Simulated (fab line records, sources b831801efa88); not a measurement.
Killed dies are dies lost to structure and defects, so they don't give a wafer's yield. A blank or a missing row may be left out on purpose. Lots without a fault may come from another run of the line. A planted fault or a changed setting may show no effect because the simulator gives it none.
fab line records | flow sky130
record lots=7 wafers=21 last_day=50
route steps=708 shown LDD_P@263 LDD_HVN@267
lots that met no fault: from a run of the same line without faults
start_h: hours from the record's first day to the start of the lot's first wafer shown | wait_h: hours since the lot's step before | " the same as in the row above | L1.1+2: a row that stands for several wafers | - no value, or no start given | * or withheld: withheld | < > ~ a bound
route shown NAME@n: a module of which the file shows steps, and the number in the route of the first | usual: mean/standard deviation of fault-free wafers | same: alike in all rows | chamber/n: place in a boat | sites: the reading at each site | _std_site: their standard deviation | _edge_site: outer sites' mean less inner sites' | radius_mm: how far each site lies from the wafer's centre | mask NAME#n: copy n | behind: the tool/chamber that last shaped the wafer | hold: why the lot was held/for how many hours/how that ended | device: the transistor (n, p or np) that didn't switch | end of line: the same wafers' tests at the end of the route | a step without rows: its recipe alone | killed: dies lost to structure and defects at the first sort, not the wafer's yield | map: a wafer's dies, x killed, . not, _ none there
set.NAME: the setting as run; set.NAME@STEP: as run at that earlier step | model.NAME: the simulator's own value behind a step, which no gauge read
lots at some steps of the route; a table a step, a row a wafer
services: from which hour (start_h, from the record's first day; less than 0 if before it) a tool's chamber was out of use, for how many hours, and why
## steps
# step SKY_LDD_P_OVL_MEAS_08
# usual LDD_P_OVL=0.0/1.4
# columns lot.wafer tool chamber start_h wait_h LDD_P_OVL[nm]
L189.2 overlay-02 - 468.87 0.1 -1.6
L189.4 " - " " 0.0
L189.5 " - " " -0.2
L191.2 overlay-02 - 498.32 0.1 1.2
L191.3 " - " " -0.6
L191.6 " - " " -0.6
L194.2 overlay-01 - 505.43 0.1 0.9
L194.3 " - " " 0.4
L194.6 " - " " 0.6
L193.2 overlay-01 - 515.32 0.1 -0.1
L193.3 " - " " -0.5
L193.6 " - " " -0.8
L204.1 overlay-02 - 574.17 0.1 0.2
L204.2 " - " " 0.8
L204.4 " - " " 1.2
L203.1 overlay-01 - 575.16 0.1 -2.3
L203.5 " - " " 1.1
L203.6 " - " " -0.9
L210.2 overlay-02 - 620.72 0.1 1.0
L210.4 " - " " 3.6
L210.6 " - " " 3.0
# step SKY_LDD_P_IMPLANT_09
# recipe species=BF2 energy_kev=25 dose_cm2=1e+13 tilt_deg=withheld
# step SKY_LDD_P_STRIP_10
# recipe chemistry=O2/N2 power_w=1400 pressure_mtorr=1500 platen_temp_c=withheld o2_flow_sccm=3000 n2_flow_sccm=300 overash_fraction=0.5
# usual drypump_motor_current_A=5.7/0.5 n2_flow_sccm=300.0/0.95 oes_product_au=0.715/0.0048 strip_time_to_endpoint_s=14.16/0.044
# columns lot.wafer tool chamber start_h wait_h drypump_motor_current_A n2_flow_sccm oes_product_au rf_hours_counter_h strip_time_to_endpoint_s
L189.2 plasma_asher-03 0 469.05 0.1 6.2 298.8 0.711 66 14.13
L189.4 " 0 " " 6.2 298.6 0.715 - 14.16
L189.5 " 1 " " 5.6 299.1 0.708 - 14.15
L191.2 plasma_asher-02 1 498.50 0.1 5.9 299.8 0.720 36 14.14
L191.3 " 1 " " 5.9 300.9 0.708 - 14.15
L191.6 " 1 " " 5.9 299.7 0.713 - 14.20
L194.2 plasma_asher-02 1 505.61 0.1 5.9 300.5 0.721 37 14.14
L194.3 " 0 " " 4.8 300.6 0.712 - 14.13
L194.6 " 0 " " 4.8 300.3 0.711 - 14.16
L193.2 plasma_asher-03 1 515.50 0.1 5.6 298.4 0.718 71 14.17
L193.3 " 1 " " 5.6 300.1 0.716 - 14.20
L193.6 " 0 " " 6.2 298.7 0.722 - 14.17
L204.1 plasma_asher-01 1 574.36 0.1 6.2 300.6 0.708 11 14.12
L204.2 " 0 " " 5.2 298.7 0.715 11 14.05
L204.4 " 0 " " 5.3 300.6 0.724 - 14.11
L203.1 plasma_asher-01 1 575.35 0.1 6.2 300.9 0.717 11 14.08
L203.5 " 1 " " 6.2 301.1 0.722 - 14.13
L203.6 " 0 " " 5.2 300.7 0.723 - 14.11
L210.2 plasma_asher-02 1 620.90 0.1 5.9 298.9 0.721 47 14.12
L210.4 " 1 " " 5.9 299.3 0.712 - 14.09
L210.6 " 0 " " 4.8 300.2 0.714 - 14.13
# step SKY_LDD_P_TW_MEAS_11
# usual LDD_P_TW=636/4.7
# columns lot.wafer tool chamber start_h wait_h LDD_P_TW
L189.2 film_metro-04 - 469.16 0.1 639
L189.4 " - " " 639
L189.5 " - " " 641
L191.2 film_metro-02 - 498.61 0.1 636
L191.3 " - " " 636
L191.6 " - " " 635
L194.2 film_metro-04 - 505.72 0.1 647
L194.3 " - " " 644
L194.6 " - " " 645
L193.2 film_metro-03 - 515.61 0.1 632
L193.3 " - " " 631
L193.6 " - " " 631
L204.1 film_metro-03 - 574.46 0.1 632
L204.2 " - " " 632
L204.4 " - " " 635
L203.1 film_metro-02 - 575.45 0.1 634
L203.5 " - " " 632
L203.6 " - " " 635
L210.2 film_metro-03 - 621.01 0.1 633
L210.4 " - " " 633
L210.6 " - " " 633
# step SKY_LDD_HVN_DEHYDRATE_00
# recipe temp_c=200 time_s=60
# step SKY_LDD_HVN_HMDS_01
# recipe prime_time_s=60 prime_temp_c=120
# step SKY_LDD_HVN_COAT_02
# recipe resist=NOVOLAK spin_rpm=3000 resist_thk_nm=300
# step SKY_LDD_HVN_SOFTBAKE_03
# recipe temp_c=90 time_s=60 resist=NOVOLAK
# step SKY_LDD_HVN_EXPOSE_04
# recipe mask_id=HVNTM na=0.6 source_shape=conventional sigma_outer=0.6 polarization=unpolarized target_cd_nm=700 dose_mj=127
# step SKY_LDD_HVN_PEB_05
# recipe temp_c=withheld time_s=* resist=NOVOLAK
# step SKY_LDD_HVN_DEVELOP_06
# recipe resist=NOVOLAK developer=TMAH develop_time_s=60 dev_temp_c=23
# step SKY_LDD_HVN_OVL_MEAS_07
# usual LDD_HVN_OVL=-0.6/1.3
# columns lot.wafer tool chamber start_h wait_h LDD_HVN_OVL[nm]
L189.2 overlay-01 - 500.01 0.1 -1.0
L189.4 " - " " -1.7
L189.5 " - " " -2.2
L191.2 overlay-02 - 528.56 0.1 -0.8
L191.3 " - " " -0.4
L191.6 " - " " -2.5
L194.2 overlay-02 - 536.06 0.1 -0.6
L194.3 " - " " -1.4
L194.6 " - " " 1.2
L193.2 overlay-01 - 545.85 0.1 0.5
L193.3 " - " " -1.2
L193.6 " - " " -0.4
L204.1 overlay-01 - 603.39 0.1 0.0
L204.2 " - " " -0.3
L204.4 " - " " -3.1
L203.1 overlay-02 - 604.60 0.1 0.8
L203.5 " - " " 0.1
L203.6 " - " " -0.1
L210.2 overlay-02 - 650.05 0.1 0.6
L210.4 " - " " 0.9
L210.6 " - " " 2.0
# step SKY_LDD_HVN_IMPLANT_08
# recipe species=P energy_kev=60 dose_cm2=3e+13 tilt_deg=40
# usual beam_energy_keV=59.999/0.02 beam_on_s=9.98/0.2
# columns lot.wafer tool chamber start_h wait_h beam_energy_keV beam_on_s
L189.2 implanter-03 0 500.06 0.0 59.993 9.84
L189.4 " 0 " " 59.992 9.95
L189.5 " 0 " " 59.960 10.00
L191.2 implanter-01 - 528.61 0.0 - -
L191.3 " - " " - -
L191.6 " - " " - -
L194.2 implanter-01 - 536.11 0.0 - -
L194.3 " - " " - -
L194.6 " - " " - -
L193.2 implanter-03 - 545.90 0.0 - -
L193.3 " - " " - -
L193.6 " - " " - -
L204.1 implanter-03 0 603.43 0.0 60.018 9.90
L204.2 " 0 " " 60.011 9.84
L204.4 " 0 " " 60.022 10.01
L203.1 implanter-02 0 604.64 0.0 59.974 10.28
L203.5 " 0 " " 60.009 9.55
L203.6 " 0 " " 59.991 10.16
L210.2 implanter-02 0 650.10 0.0 60.001 9.82
L210.4 " 0 " " 60.008 10.14
L210.6 " 0 " " 60.003 9.61
# step SKY_LDD_HVN_STRIP_09
# recipe chemistry=O2/N2 power_w=1400 pressure_mtorr=1500 platen_temp_c=withheld o2_flow_sccm=3000 n2_flow_sccm=300 overash_fraction=0.5
# usual drypump_motor_current_A=5.7/0.43 n2_flow_sccm=299.9/0.85 oes_product_au=0.408/0.0047 strip_time_to_endpoint_s=4.123/0.015
# columns lot.wafer tool chamber start_h wait_h drypump_motor_current_A n2_flow_sccm oes_product_au rf_hours_counter_h strip_time_to_endpoint_s
L189.2 plasma_asher-01 1 500.19 0.1 6.2 300.5 0.402 6 4.113
L189.4 " 1 " " 6.2 299.4 0.408 - 4.123
L189.5 " 1 " " 6.2 301.0 0.407 - 4.129
L191.2 plasma_asher-03 1 528.74 0.1 5.6 300.2 0.408 73 4.136
L191.3 " 1 " " 5.6 300.6 0.406 - 4.117
L191.6 " 0 " " 6.2 299.8 0.411 - 4.122
L194.2 plasma_asher-04 1 536.24 0.1 6.0 299.0 0.408 89 4.118
L194.3 " 0 " " 5.2 301.7 0.403 - 4.116
L194.6 " 0 " " 5.2 299.2 0.402 - 4.116
L193.2 plasma_asher-01 1 546.03 0.1 6.2 301.1 0.415 8 4.123
L193.3 " 1 " " 6.3 300.2 0.415 - 4.146
L193.6 " 1 " " 6.2 298.8 0.408 - 4.128
L204.1 plasma_asher-01 0 603.58 0.1 5.2 298.9 0.407 14 4.122
L204.2 " 1 " " 6.2 302.1 0.416 14 4.116
L204.4 " 1 " " 6.2 300.4 0.409 - 4.113
L203.1 plasma_asher-04 1 604.79 0.1 6.0 299.1 0.402 97 4.124
L203.5 " 0 " " 5.2 299.5 0.401 - 4.105
L203.6 " 1 " " 6.0 298.9 0.395 - 4.117
L210.2 plasma_asher-03 1 650.23 0.1 5.6 299.7 0.405 85 4.133
L210.4 " 0 " " 6.2 299.2 0.407 - 4.119
L210.6 " 1 " " 5.6 299.3 0.413 - 4.145
# step SKY_LDD_HVN_TW_MEAS_10
# usual LDD_HVN_TW=1438/7
# columns lot.wafer tool chamber start_h wait_h LDD_HVN_TW
L189.2 film_metro-03 - 500.30 0.1 1433
L189.4 " - " " 1433
L189.5 " - " " 1433
L191.2 film_metro-03 - 528.85 0.1 30
L191.3 " - " " 30
L191.6 " - " " 30
L194.2 film_metro-01 - 536.35 0.1 30
L194.3 " - " " 30
L194.6 " - " " 30
L193.2 film_metro-02 - 546.14 0.1 30
L193.3 " - " " 30
L193.6 " - " " 30
L204.1 film_metro-02 - 603.68 0.1 1430
L204.2 " - " " 1438
L204.4 " - " " 1430
L203.1 film_metro-02 - 604.89 0.1 1444
L203.5 " - " " 1429
L203.6 " - " " 1440
L210.2 film_metro-01 - 650.34 0.1 1439
L210.4 " - " " 1441
L210.6 " - " " 1428
## services
# columns tool chamber start_h hours kind
implanter-02 - 445.38 1.2 repair
implanter-03 - 476.11 7.5 repair
plasma_asher-01 - 477.49 2.8 pm
implanter-01 - 488.58 4.3 pm
implanter-02 - 497.28 1.9 repair
plasma_asher-01 - 510.01 28.1 pm
plasma_asher-02 - 512.90 14.6 pm
implanter-03 - 516.28 8.8 repair
implanter-03 - 521.88 5.8 repair
plasma_asher-02 - 572.46 1.9 repair
implanter-01 - 574.63 2.2 repair
implanter-02 - 574.70 6.0 pm
implanter-03 - 582.66 3.8 pm
plasma_asher-03 - 598.28 5.3 repair
plasma_asher-02 - 608.76 2.2 repair
implanter-02 - 614.94 2.9 repair
## key
first_sign step=SKY_LDD_HVN_IMPLANT_08 reading=tool_record direction=missing
effect step=SKY_LDD_HVN_TW_MEAS_10 reading=LDD_HVN_TW direction=down sigmas=99+ usual=1438 struck=30
met_at SKY_LDD_HVN_IMPLANT_08
struck_wafers L191.2,L191.3,L191.6,L193.2,L193.3,L193.6,L194.2,L194.3,L194.6
later_rows_left_out L191.2,L191.3,L191.6,L193.2,L193.3,L193.6,L194.2,L194.3,L194.6
sort_left_out L191.2,L191.3,L191.6,L193.2,L193.3,L193.6,L194.2,L194.3,L194.6
tester_left_out L191,L193,L194
onset_between 500.06 528.61
fault kind=skipped_step_whole tool=implanter-01,implanter-03 chamber=- onset_h=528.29 steps=SKY_LDD_HVN_IMPLANT_08 scope=struck_lots_only
# tester_left_out: of these lots the tester's yield and bins aren't shown, on N5 and GAA mostly nor the transistor test; their killed dies are dies lost to structure and defects alone, not to doping, threshold or leakage, so they don't give the yield
# sort_left_out: the simulated sort isn't trusted on such a fault, so these wafers' sort isn't shown, and their yield isn't known
# later_rows_left_out: the simulator's readings of these wafers behind a module that went badly wrong aren't trusted and aren't shown, but for the sort
